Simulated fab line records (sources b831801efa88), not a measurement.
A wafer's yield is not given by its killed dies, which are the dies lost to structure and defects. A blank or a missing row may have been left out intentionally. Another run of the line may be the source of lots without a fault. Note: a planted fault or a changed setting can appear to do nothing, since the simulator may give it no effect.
Which tool was responsible? | flow gf180mcu | 11 lots, 31 wafers sampled, at 6 steps of a route of 602

WHAT THE GAUGES READ, wafer by wafer
GF_M1_RS_MEAS_05: measurement is done with a four-point probe.
lot  | measured     | on            | M1_ALCU_RS (ohm/sq)
L879 | day 16 06:01 | film-metro-02 | 0.0691 0.0694 0.0699
L884 | day 17 22:22 | film-metro-03 | 0.0692 0.0695 0.0685
L885 | day 18 09:00 | film-metro-02 | 0.0679 0.0694 0.0675
L886 | day 18 18:15 | film-metro-03 | 0.0685 0.0692 0.0693
L888 | day 19 14:28 | film-metro-03 | 0.0535 0.0690 0.0535 0.0689
L890 | day 20 06:48 | film-metro-01 | 0.0691 0.0534 0.0692 0.0535
L897 | day 22 14:44 | film-metro-01 | 0.0685 0.0687 0.0692
L899 | day 23 07:24 | film-metro-01 | 0.0684 0.0689 0.0677
L900 | day 23 15:58 | film-metro-01 | 0.0683 0.0686 0.0682
L901 | day 23 22:07 | film-metro-02 | 0.0685 0.0670 0.0674
L902 | day 24 10:41 | film-metro-03 | 0.0683 0.0695 0.0686

GF_M1_THK_MEAS_06: measures by xrf.
lot  | measured     | on            | M1_ALCU_THK (nm)
L879 | day 16 06:07 | film-metro-02 | 457 454 453
L884 | day 17 22:29 | film-metro-03 | 457 458 463
L885 | day 18 09:07 | film-metro-02 | 470 457 472
L886 | day 18 18:22 | film-metro-03 | 465 460 461
L888 | day 19 20:58 | film-metro-03 | 598 464 594 464
L890 | day 20 10:25 | film-metro-01 | 458 591 458 593
L897 | day 22 14:51 | film-metro-01 | 465 461 457
L899 | day 23 07:31 | film-metro-01 | 461 458 466
L900 | day 23 16:05 | film-metro-01 | 461 460 462
L901 | day 23 22:13 | film-metro-02 | 460 470 471
L902 | day 24 10:49 | film-metro-03 | 464 458 462

GF_M1_CD_MEAS_14: target cd 230 nm.
lot  | measured     | on        | cd-nm (nm)
L879 | day 17 03:34 | cd-sem-01 | 230.5 230.8 229.9
L884 | day 18 21:32 | cd-sem-01 | 228.9 229.9 228.7
L885 | day 19 09:08 | cd-sem-01 | 228.4 227.3 228.2
L886 | day 19 18:59 | cd-sem-02 | 231.4 229.9 231.0
L888 | day 20 14:52 | cd-sem-01 | 232.0 231.5
L890 | day 21 07:31 | cd-sem-01 | 229.2 229.4
L897 | day 23 14:05 | cd-sem-01 | 233.1 231.9 232.6
L899 | day 24 05:29 | cd-sem-01 | 230.3 231.0 231.7
L900 | day 24 14:58 | cd-sem-01 | 230.2 230.4 230.6
L901 | day 24 20:42 | cd-sem-02 | 229.0 229.6 229.2
L902 | day 25 08:47 | cd-sem-02 | 231.2 230.2 230.9

WHICH TOOL RAN EACH LOT (tool, then ch and the chambers of the sampled wafers, then the start)
lot  | GF_CONTACT_SPUTTER_22        | GF_CONTACT_CMP_27             | GF_M1_SPUTTER_02
L879 | pvd-sputter-04, day 16 05:05 | cmp-02 ch 1,2,3, day 16 05:28 | pvd-sputter-03, day 16 05:54
L884 | pvd-sputter-01, day 17 21:18 | cmp-02 ch 0,2,3, day 17 21:41 | pvd-sputter-03, day 17 22:14
L885 | pvd-sputter-02, day 18 08:05 | cmp-01 ch 0,1,2, day 18 08:31 | pvd-sputter-04, day 18 08:53
L886 | pvd-sputter-04, day 18 17:17 | cmp-01 ch 0,2,3, day 18 17:45 | pvd-sputter-03, day 18 18:08
L888 | pvd-sputter-04, day 19 13:34 | cmp-01 ch 0,3, day 19 14:05   | pvd-sputter-03, day 19 14:22
L890 | pvd-sputter-04, day 20 05:53 | cmp-01 ch 2,3, day 20 06:16   | pvd-sputter-03, day 20 06:41
L897 | pvd-sputter-01, day 22 13:50 | cmp-01 ch 0,1,2, day 22 14:13 | pvd-sputter-04, day 22 14:38
L899 | pvd-sputter-01, day 23 06:29 | cmp-02 ch 0,2,3, day 23 06:52 | pvd-sputter-03, day 23 07:17
L900 | pvd-sputter-04, day 23 15:03 | cmp-01 ch 0,2,3, day 23 15:29 | pvd-sputter-03, day 23 15:52
L901 | pvd-sputter-02, day 23 21:10 | cmp-02 ch 0,3, day 23 21:33   | pvd-sputter-03, day 23 21:59
L902 | pvd-sputter-01, day 24 09:47 | cmp-02 ch 1,2,3, day 24 10:10 | pvd-sputter-01, day 24 10:36
- GF_CONTACT_SPUTTER_22: material Ti, target thk 15 nm, time 80.02 s.
- GF_CONTACT_CMP_27: polishes, stops on SiO2, t overpolish 15 s, target thk 0 nm.
- GF_M1_SPUTTER_02: material AlCu, target thk 450 nm, time 23.9 s.

AS READ BY THE TOOLS THEMSELVES (means over the sampled wafers that have a number; for cases with no such wafer, the mark the record gives instead)
GF_CONTACT_SPUTTER_22.
lot  | tool           | throttle-valve-pct (%)
L879 | pvd-sputter-04 | 29.7
L884 | pvd-sputter-01 | 30.3
L885 | pvd-sputter-02 | 30.2
L886 | pvd-sputter-04 | 29.8
L888 | pvd-sputter-04 | 29.7
L890 | pvd-sputter-04 | 31.1
L897 | pvd-sputter-01 | 30.6
L899 | pvd-sputter-01 | 30.6
L900 | pvd-sputter-04 | 31.1
L901 | pvd-sputter-02 | 30.2
L902 | pvd-sputter-01 | 30.8

GF_CONTACT_CMP_27.
lot  | tool   | motor-current-A (A) | overpolish-run-s (s) | time-to-endpoint-s (s)
L879 | cmp-02 | 10.5                | 15.011               | 76
L884 | cmp-02 | 10.8                | 15.007               | 76
L885 | cmp-01 | 11.1                | 14.993               | 75
L886 | cmp-01 | 11.6                | 15.003               | 71
L888 | cmp-01 | 11.1                | 15.002               | 70
L890 | cmp-01 | 12.3                | 14.989               | 68
L897 | cmp-01 | 11.1                | 14.996               | 76
L899 | cmp-02 | 10.6                | 14.996               | 73
L900 | cmp-01 | 11.8                | 14.996               | 76
L901 | cmp-02 | 11.4                | 14.997               | 79
L902 | cmp-02 | 10.9                | 15.003               | 79

GF_M1_SPUTTER_02.
lot  | tool           | throttle-valve-pct (%)
L879 | pvd-sputter-03 | 30.5
L884 | pvd-sputter-03 | 30.8
L885 | pvd-sputter-04 | 29.2
L886 | pvd-sputter-03 | 30.4
L888 | pvd-sputter-03 | 30.3
L890 | pvd-sputter-03 | 30.6
L897 | pvd-sputter-04 | 29.8
L899 | pvd-sputter-03 | 30.5
L900 | pvd-sputter-03 | 30.5
L901 | pvd-sputter-03 | 31.1
L902 | pvd-sputter-01 | 30.9

THE ANSWER, worked out from the rows above alone
Rule: the usual values come from the lots themselves. Put in order of their means at a reading, lots are off if they are a third of the lots or fewer, leave a main group of 4 or more, and stand apart from it by a gap of 3 or more times the standard deviation of the main group's means; of several such gaps the widest counts. A main group is skipped when, at the precision printed for the reading in the tables above, its means are all equal. A lot without any number at a reading at which 4 lots or more have one is off too. Where the step has rows for the other lots, those lots are counted as sound. The gauges are gone through in route order, then the tools' own readings, and for those a lot's mean is taken as printed above. The first step at which some lot is off is used, and at that step the reading that is off furthest; a lot without a number counts as furthest.
Off: at GF_M1_RS_MEAS_05 (M1_ALCU_RS), L888, L890. The main group: mean 0.0686 ohm/sq, standard deviation 0.00051.
If a tool, at a process step before that reading, ran all the lots that are off and no sound lot after the first of them, it fits. Gauges at GF_M1_RS_MEAS_05: tried the same way as those tools. Of those tried, none fits.

WHAT HAD BEEN PUT IN BY THE SIMULATOR
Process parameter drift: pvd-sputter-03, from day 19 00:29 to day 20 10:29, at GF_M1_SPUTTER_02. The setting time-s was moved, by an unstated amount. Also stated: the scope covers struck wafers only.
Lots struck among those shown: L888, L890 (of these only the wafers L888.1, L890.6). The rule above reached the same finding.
